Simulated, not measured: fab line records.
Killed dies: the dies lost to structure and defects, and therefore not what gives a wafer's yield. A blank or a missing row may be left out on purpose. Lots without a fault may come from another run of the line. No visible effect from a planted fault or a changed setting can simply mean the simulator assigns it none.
fab line records ; flow gf180mcu ; part 2 of 2: steps 25 to 34 of 34
record: lots: 5; wafers: 15; last_day: 33
route steps=602 shown V5@560 TOP_METAL@567 PASSIVATION@587
lots untouched by any fault: they come from a run of this same line in which no faults occurred
start_h: start of the lot's first displayed wafer, in hours after the record's first day ; wait_h: hours from the lot's prior step to this one ; " the same as in the row above ; L1.1+2: several wafers, shown together as one row ; - value missing, or start not given ; * or withheld: withheld ; < > ~ a bound
route shown NAME@n: NAME is a module with steps in the file, n the number in the route of the first one ; usual: mean/standard deviation of fault-free wafers ; same: alike in all rows ; chamber/n: place in a boat ; sites: per-site readings ; _std_site: standard deviation across them ; _edge_site: mean of outer sites minus mean of inner sites ; radius_mm: how far each site lies from the wafer's centre ; mask NAME#n: copy n ; behind: the tool/chamber that last shaped the wafer ; hold: what put the lot on hold/how long, in hours/how the hold closed ; device: the transistor (n, p or np) that didn't switch ; end of line: tests of these same wafers at the route's end ; a step with no rows: only its recipe ; killed: count of dies lost to structure and defects at first sort (not the wafer's yield) ; map: shows each die of a wafer: x if killed, . if not, _ if none is there
set.NAME: setting as actually run; set.NAME@STEP: the setting as run at that earlier step ; model.NAME: the simulator's own value behind a step, which no gauge read
lots at some steps of the route; a table a step, a row a wafer
services: when a tool's chamber went out of use (start_h, in hours from the record's first day, below 0 if earlier), for how many hours, and the reason
== steps ==
step: GF_TOP_METAL_STRIP_17
recipe: chemistry: O2/N2; power_w: 1400; pressure_mtorr: 1500; platen_temp_c: 250; o2_flow_sccm: 3000; n2_flow_sccm: 300; overash_fraction: 0.5
usual: drypump_motor_current_A: 5.7/0.36; heater_power_w: 333/30; oes_product_au: 0.710/0.0047; strip_time_to_endpoint_s: 12.93/0.092
lot.wafer;tool;chamber;start_h;wait_h;drypump_motor_current_A;heater_power_w;oes_product_au;rf_hours_counter_h;strip_time_to_endpoint_s
L078.2;plasma_asher-02;1;683.79;0.1;5.4;385;0.714;93;12.98
L078.4;plasma_asher-02;1;683.79;0.1;5.4;393;0.720;-;12.90
L078.6;plasma_asher-02;1;683.79;0.1;5.4;380;0.715;-;12.99
L079.4;plasma_asher-03;0;691.82;0.1;6.3;304;0.711;-;12.77
L079.5;plasma_asher-03;1;691.82;0.1;5.7;312;0.701;-;12.79
L079.6;plasma_asher-03;0;691.82;0.1;6.3;306;0.714;-;12.78
L081.2;plasma_asher-03;0;707.19;0.1;6.3;309;0.700;31;12.82
L081.3;plasma_asher-03;0;707.19;0.1;6.3;306;0.712;-;12.89
L081.6;plasma_asher-03;0;707.19;0.1;6.3;302;0.713;-;12.93
L093.2;plasma_asher-01;0;779.61;0.1;5.2;347;0.706;4;13.07
L093.5;plasma_asher-01;1;779.61;0.1;6.0;344;0.715;-;13.12
L093.6;plasma_asher-01;0;779.61;0.1;5.2;335;0.716;-;12.96
L094.2;plasma_asher-03;1;784.84;0.1;5.7;317;0.710;40;12.78
L094.3;plasma_asher-03;0;784.84;0.1;6.3;313;0.710;-;12.83
L094.6;plasma_asher-03;1;784.84;0.1;5.7;315;0.711;-;12.78
step: GF_TOP_METAL_STRIP_18
recipe: chemistry: post_etch_residue_remover; time_s: 1200; temp_c: 72.5
usual: temp_c: 72.50/0.13
lot.wafer;tool;chamber;start_h;wait_h;temp_c
L078.2;wet_bench-04;0;683.89;0.1;72.29
L078.4;wet_bench-04;0;683.89;0.1;72.45
L078.6;wet_bench-04;0;683.89;0.1;72.44
L079.4;wet_bench-04;3;691.89;0.0;72.71
L079.5;wet_bench-04;3;691.89;0.0;72.44
L079.6;wet_bench-04;3;691.89;0.0;72.29
L081.2;wet_bench-04;3;707.29;0.1;72.67
L081.3;wet_bench-04;3;707.29;0.1;72.50
L081.6;wet_bench-04;3;707.29;0.1;72.63
L093.2;wet_bench-01;1;779.72;0.1;72.42
L093.5;wet_bench-01;1;779.72;0.1;72.61
L093.6;wet_bench-01;1;779.72;0.1;72.40
L094.2;wet_bench-01;1;784.94;0.1;72.59
L094.3;wet_bench-01;1;784.94;0.1;72.71
L094.6;wet_bench-01;1;784.94;0.1;72.51
step: GF_TOP_METAL_CLEAN_19
recipe: chemistry: DIW; dry: n2_spin
lot.wafer;tool;chamber;start_h;wait_h
L078.2+4+6;wet_bench-01;2;684.23;0.0
L079.4+5+6;wet_bench-01;3;692.23;0.0
L081.2+3+6;wet_bench-03;2;707.63;0.0
L093.2+5+6;wet_bench-04;0;780.07;0.0
L094.2+3+6;wet_bench-03;1;785.28;0.0
step: GF_PASSIVATION_CVD_00
recipe: material: SiO2; target_thk_nm: 1000; precursor: TEOS; temp_c: 400; time_s: 111.95; rf_w: 600
usual: heater_power_w: 623/91
lot.wafer;tool;chamber;start_h;wait_h;heater_power_w;since_wet_clean_h
L078.2;pecvd-01;1;684.33;0.0;590;510
L078.4;pecvd-01;2;684.33;0.0;609;-
L078.6;pecvd-01;1;684.33;0.0;633;-
L079.4;pecvd-04;1;692.36;0.0;510;-
L079.5;pecvd-04;2;692.36;0.0;655;-
L079.6;pecvd-04;0;692.36;0.0;744;-
L081.2;pecvd-03;1;707.72;0.0;612;325
L081.3;pecvd-03;0;707.72;0.0;644;325
L081.6;pecvd-03;2;707.72;0.0;653;-
L093.2;pecvd-03;0;780.16;0.0;562;397
L093.5;pecvd-03;0;780.16;0.0;621;-
L093.6;pecvd-03;1;780.16;0.0;624;-
L094.2;pecvd-01;1;785.37;0.0;505;611
L094.3;pecvd-01;0;785.37;0.0;804;611
L094.6;pecvd-01;2;785.37;0.0;485;-
step: GF_PASSIVATION_THK_MEAS_01
recipe: reads: SiO2_of_PASSIVATION_CVD_00
usual: PASSIVATION_CVD_00_THK: 1001/15
lot.wafer;tool;chamber;start_h;wait_h;PASSIVATION_CVD_00_THK[nm]
L078.2;film_metro-03;-;684.42;0.0;1008
L078.4;film_metro-03;-;684.42;0.0;1019
L078.6;film_metro-03;-;684.42;0.0;1024
L079.4;film_metro-01;-;692.43;0.0;1019
L079.5;film_metro-01;-;692.43;0.0;1008
L079.6;film_metro-01;-;692.43;0.0;1034
L081.2;film_metro-03;-;707.81;0.0;988
L081.3;film_metro-03;-;707.81;0.0;992
L081.6;film_metro-03;-;707.81;0.0;1033
L093.2;film_metro-04;-;780.29;0.1;995
L093.5;film_metro-04;-;780.29;0.1;1008
L093.6;film_metro-04;-;780.29;0.1;1004
L094.2;film_metro-01;-;785.46;0.0;996
L094.3;film_metro-01;-;785.46;0.0;989
L094.6;film_metro-01;-;785.46;0.0;999
step: GF_PASSIVATION_CVD_02
recipe: material: Si3N4; target_thk_nm: 700; time_s: 486.18; temp_c: 400; rf_w: 450
usual: heater_power_w: 672/90
lot.wafer;tool;chamber;start_h;wait_h;heater_power_w;since_wet_clean_h
L078.2;pecvd-04;2;684.47;0.0;718;718
L078.4;pecvd-04;2;684.47;0.0;728;-
L078.6;pecvd-04;1;684.47;0.0;515;-
L079.4;pecvd-03;1;692.61;0.2;599;-
L079.5;pecvd-03;2;692.61;0.2;624;-
L079.6;pecvd-03;0;692.61;0.2;646;-
L081.2;pecvd-04;1;707.86;0.0;532;742
L081.3;pecvd-04;0;707.86;0.0;833;742
L081.6;pecvd-04;2;707.86;0.0;744;-
L093.2;pecvd-04;1;780.34;0.0;475;814
L093.5;pecvd-04;0;780.34;0.0;765;-
L093.6;pecvd-04;1;780.34;0.0;503;-
L094.2;pecvd-04;0;785.51;0.0;695;819
L094.3;pecvd-04;1;785.51;0.0;508;819
L094.6;pecvd-04;0;785.51;0.0;747;-
step: GF_PASSIVATION_THK_MEAS_03
recipe: reads: Si3N4_of_PASSIVATION_CVD_02
usual: PASSIVATION_CVD_02_THK: 697/10
lot.wafer;tool;chamber;start_h;wait_h;PASSIVATION_CVD_02_THK[nm]
L078.2;film_metro-04;-;684.77;0.2;704
L078.4;film_metro-04;-;684.77;0.2;706
L078.6;film_metro-04;-;684.77;0.2;708
L079.4;film_metro-01;-;692.78;0.0;692
L079.5;film_metro-01;-;692.78;0.0;705
L079.6;film_metro-01;-;692.78;0.0;694
L081.2;film_metro-04;-;708.16;0.2;688
L081.3;film_metro-04;-;708.16;0.2;691
L081.6;film_metro-04;-;708.16;0.2;704
L093.2;film_metro-01;-;780.63;0.2;704
L093.5;film_metro-01;-;780.63;0.2;699
L093.6;film_metro-01;-;780.63;0.2;715
L094.2;film_metro-04;-;785.81;0.2;688
L094.3;film_metro-04;-;785.81;0.2;695
L094.6;film_metro-04;-;785.81;0.2;711
step: GF_PASSIVATION_DEHYDRATE_04
recipe: temp_c: 200; time_s: 60
usual: heater_power_total_W: 160.37/0.13
lot.wafer;tool;chamber;start_h;wait_h;heater_power_total_W
L078.2;litho_track-01;0;693.34;8.6;160.40
L078.4;litho_track-01;0;693.34;8.6;160.23
L078.6;litho_track-01;0;693.34;8.6;160.20
L079.4;litho_track-01;0;701.79;9.0;160.56
L079.5;litho_track-01;0;701.79;9.0;160.24
L079.6;litho_track-01;0;701.79;9.0;160.31
L081.2;litho_track-01;0;716.39;8.2;160.37
L081.3;litho_track-01;0;716.39;8.2;160.60
L081.6;litho_track-01;0;716.39;8.2;160.24
L093.2;litho_track-01;0;788.04;7.4;160.15
L093.5;litho_track-01;0;788.04;7.4;160.52
L093.6;litho_track-01;0;788.04;7.4;160.30
L094.2;litho_track-01;0;793.39;7.6;160.34
L094.3;litho_track-01;0;793.39;7.6;160.57
L094.6;litho_track-01;0;793.39;7.6;160.20
step: GF_PASSIVATION_HMDS_05
recipe: prime_time_s: 60; prime_temp_c: 120
usual: prime_temp_c: 120.03/0.14
lot.wafer;tool;chamber;start_h;wait_h;prime_temp_c
L078.2;litho_track-01;0;693.49;0.1;120.17
L078.4;litho_track-01;0;693.49;0.1;119.99
L078.6;litho_track-01;0;693.49;0.1;119.82
L079.4;litho_track-01;0;701.94;0.1;120.07
L079.5;litho_track-01;0;701.94;0.1;120.23
L079.6;litho_track-01;0;701.94;0.1;120.14
L081.2;litho_track-01;0;716.54;0.1;119.90
L081.3;litho_track-01;0;716.54;0.1;119.83
L081.6;litho_track-01;0;716.54;0.1;119.82
L093.2;litho_track-01;0;788.19;0.1;120.05
L093.5;litho_track-01;0;788.19;0.1;120.02
L093.6;litho_track-01;0;788.19;0.1;120.20
L094.2;litho_track-01;0;793.54;0.1;119.95
L094.3;litho_track-01;0;793.54;0.1;120.00
L094.6;litho_track-01;0;793.54;0.1;119.95
step: GF_PASSIVATION_COAT_06
recipe: spin_rpm: 2000; resist_thk_nm: 4000
lot.wafer;tool;chamber;start_h;wait_h
L078.2+4+6;litho_track-01;0;693.64;0.1
L079.4+5+6;litho_track-01;0;702.09;0.1
L081.2+3+6;litho_track-01;0;716.69;0.1
L093.2+5+6;litho_track-01;0;788.34;0.1
L094.2+3+6;litho_track-01;0;793.69;0.1
== services ==
tool;chamber;start_h;hours;kind
cvd_w-01;-;641.20;1.6;repair
pvd_sputter-01;-;645.65;1.5;repair
pvd_sputter-02;-;653.37;8.8;repair
cmp-02;-;655.36;0.5;repair
pvd_sputter-02;-;659.92;2.8;repair
cmp-02;-;664.78;1.2;repair
cvd_w-02;0;667.23;15.4;repair
cmp-02;-;667.53;11.3;pm
pecvd-03;-;668.55;2.6;repair
cvd_w-02;1;668.67;16.9;repair
pecvd-04;0;669.85;6.5;repair
pecvd-03;0;670.24;7.8;repair
cmp-02;-;684.60;0.7;repair
pvd_sputter-04;-;708.34;2.3;repair
cvd_w-01;-;720.35;2.8;pm
iline_stepper-01;-;730.49;8.3;repair
cvd_w-02;-;732.48;6.0;pm
pecvd-01;2;732.60;5.6;repair
pvd_sputter-03;-;738.71;2.2;repair
cmp-02;-;744.00;4.0;pm
pecvd-03;1;749.68;16.1;repair
iline_stepper-01;-;769.07;2.1;pm
pecvd-03;-;772.14;1.5;repair
pecvd-03;2;774.20;9.0;repair
